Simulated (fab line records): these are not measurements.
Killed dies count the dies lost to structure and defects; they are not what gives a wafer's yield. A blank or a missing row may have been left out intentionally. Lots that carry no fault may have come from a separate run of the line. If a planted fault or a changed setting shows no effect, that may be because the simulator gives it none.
Code-filled problem report in 8D (eight disciplines) form    flow sky130    the parts of the form that need people (team, actions taken, sign-off) are left out

== 1. WHAT WENT WRONG ==
Wafers free of any fault read 0.1263 ohm/sq (standard deviation 0.0016) for METAL1_ALCU_RS at SKY_METAL1_RS_MEAS_05, against a mean of 0.1071 ohm/sq on 2 wafers of 2 lots. That is -12 standard deviations from the usual mean.
The step: measures by four-point-probe.
Earliest sighting: wafer L990.6 on film-metro-04 at day 33 02:06. Wafers with a number at this step in the record: 29, from 10 lots. Rule for "out" (also "out of limits"): further than 4 standard deviations from the usual mean. The rest of the wafers with a number are treated as sound.

== 2. WHAT IT IS, AND WHAT IT ISN'T ==
question                     is                            is not
which readings at this step  METAL1_ALCU_RS                -
which lots                   L990, L992                    L100, L101, L103, L105, L106, L984, L996, L998
which wafers of those lots   L990.6, L992.6                L990.5, L992.1, L992.4
read on which gauges         film-metro-01, film-metro-04  film-metro-02
when                         from day 33 02:06             up to then (4 sound wafers); but 23 sound wafers of L100, L101, L103, L105, L106, L992, L996, L998 came after

== 3. THE SUSPECTS, EACH WITH WHAT RULES IT OUT ==
Counting: a tool at a process step up to the reading stays a suspect if it ran every lot that is out. Sound lots after the first of them don't rule it out here, since some wafers of a struck lot are sound.
- the gauge at SKY_METAL1_RS_MEAS_05 is ruled out. The wafers that are out were read on 2 gauges (film-metro-01, film-metro-04).
- plasma-asher-02 at SKY_CONTACT_STRIP_19 (strips in O2/N2): kept. Every lot that is out went through it, the first being L990 (day 33 00:38); the last sound lot it ran before that was L984 (day 30 19:46).
- pvd-sputter-02 at SKY_METAL1_SPUTTER_02 (material AlCu, target thk 250 nm, time 13.3 s): kept. Every lot that is out went through it, the first being L990 (day 33 01:56); the last sound lot it ran before that was L984 (day 30 21:06).
Remaining after the count are plasma-asher-02 at SKY_CONTACT_STRIP_19 and pvd-sputter-02 at SKY_METAL1_SPUTTER_02.

== 4. THE CAUSE (what the simulator had put in) ==
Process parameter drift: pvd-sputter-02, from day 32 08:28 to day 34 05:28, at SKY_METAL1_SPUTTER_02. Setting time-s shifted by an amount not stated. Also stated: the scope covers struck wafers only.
Of the 2 suspects that counting leaves, this tool is one.

== 5. THE EFFECT CHAIN, in route order ==
One row per reading whose mean, taken over the struck wafers that have a number, lies over 3 standard deviations from the usual. Readings are gone through only where the record gives a usual standard deviation; hours: the median, over the lots, of the time from a lot's start at the first step in this table giving one to that lot's start at this step; sigmas: the change measured in usual standard deviations.
hours  step                    reading          usual          on struck wafers  change   sigmas
0      SKY_METAL1_RS_MEAS_05   METAL1_ALCU_RS   0.1263 ohm/sq  0.1071            -0.0192  -12
2      SKY_METAL1_THK_MEAS_06  METAL1_ALCU_THK  247 nm         288               +41      +11

== 6. WHAT WOULD HAVE CAUGHT IT SOONER ==
18 hours passed between the start of the fault at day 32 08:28 and the first reading out of limits at a measuring or inspecting step in this record, taken at day 33 02:06.
No tool reading at SKY_METAL1_SPUTTER_02 that has a usual standard deviation in the record was out on any struck wafer, so an alarm limit of 4 standard deviations on those readings would not have fired.
Lots out: 2; of these, L992 started SKY_METAL1_SPUTTER_02 on pvd-sputter-02 after day 33 02:06. Holding the tool at that time would have saved it.
